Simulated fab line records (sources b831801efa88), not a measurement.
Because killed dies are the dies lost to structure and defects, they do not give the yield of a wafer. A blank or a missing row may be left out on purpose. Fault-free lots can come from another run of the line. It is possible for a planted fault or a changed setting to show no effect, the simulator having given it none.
Chamber matching | flow sky130 | 4 sister chambers for SKY_VIA3_ETCH_14 on rieDiel-01
The step etches BARC in N2/H2, stops on SiO2, time 45.9 s, target depth 60 nm. 14 wafers are shown with their chamber, then 7 later ones without.

== WAFERS, EACH WITH ITS CHAMBER ==
wafer  | chamber | drypumpMotorCurrentA (A) | throttleValvePct (%) | oesProductAu (a.u.)
L605.2 | 3       | 5.2                      | 13.232               | 0.849
L605.5 | 0       | 5.9                      | 13.223               | 0.853
L605.6 | 3       | 5.2                      | 13.237               | 0.850
L606.2 | 3       | 5.2                      | 13.210               | 0.853
L606.3 | 0       | 5.9                      | 13.237               | 0.848
L606.4 | 1       | 5.6                      | 13.222               | 0.857
L618.3 | 1       | 5.6                      | 13.232               | 0.851
L618.4 | 0       | 6.0                      | 13.239               | 0.852
L618.5 | 2       | 4.9                      | 13.220               | 0.854
L619.1 | 1       | 5.6                      | 13.231               | 0.847
L619.2 | 0       | 6.0                      | 13.218               | 0.855
L619.5 | 1       | 5.6                      | 13.222               | 0.859
L620.2 | 1       | 5.6                      | 13.231               | 0.846
L620.4 | 2       | 4.9                      | 13.219               | 0.848

SIGNATURES, as means of the wafers listed above
reading              | chamber 0 | chamber 1 | chamber 2 | chamber 3 | scatter within a chamber
drypumpMotorCurrentA | 5.950     | 5.600     | 4.900     | 5.200     | 0.0316
throttleValvePct     | 13.22925  | 13.22760  | 13.21950  | 13.22633  | 0.00916
oesProductAu         | 0.85200   | 0.85200   | 0.85100   | 0.85067   | 0.00434
Rule: for a wafer and a chamber, the distance is found by dividing, reading by reading, the gap between the wafer's reading and the chamber's mean by the reading's scatter, squaring, summing and taking the root. The wafer belongs to the nearest chamber; if the next one is less than 2 further off, it can't be placed. The scatter: the root of (the sum of the squares of (reading less its chamber's mean) over the shown wafers, divided by (wafers less chambers)).

== WAFERS WITHOUT THEIR CHAMBER ==
wafer  | drypumpMotorCurrentA (A) | throttleValvePct (%) | oesProductAu (a.u.)
L620.6 | 5.2                      | 13.202               | 0.852
L622.1 | 5.2                      | 13.225               | 0.864
L622.3 | 4.9                      | 13.221               | 0.853
L622.6 | 6.0                      | 13.227               | 0.853
L626.3 | 5.6                      | 13.230               | 0.860
L626.4 | 4.9                      | 13.225               | 0.854
L626.6 | 5.6                      | 13.247               | 0.853

== WHICH CHAMBER EACH ONE RAN IN ==
wafer  | from the rows above | in truth
L620.6 | 3                   | 3
L622.1 | 3                   | 3
L622.3 | 2                   | 2
L622.6 | 0                   | 0
L626.3 | 1                   | 1
L626.4 | 2                   | 2
L626.6 | 1                   | 1
Correct placement for 7 of the 7. Number that these rows cannot place: 0. Placed wrongly: 0.
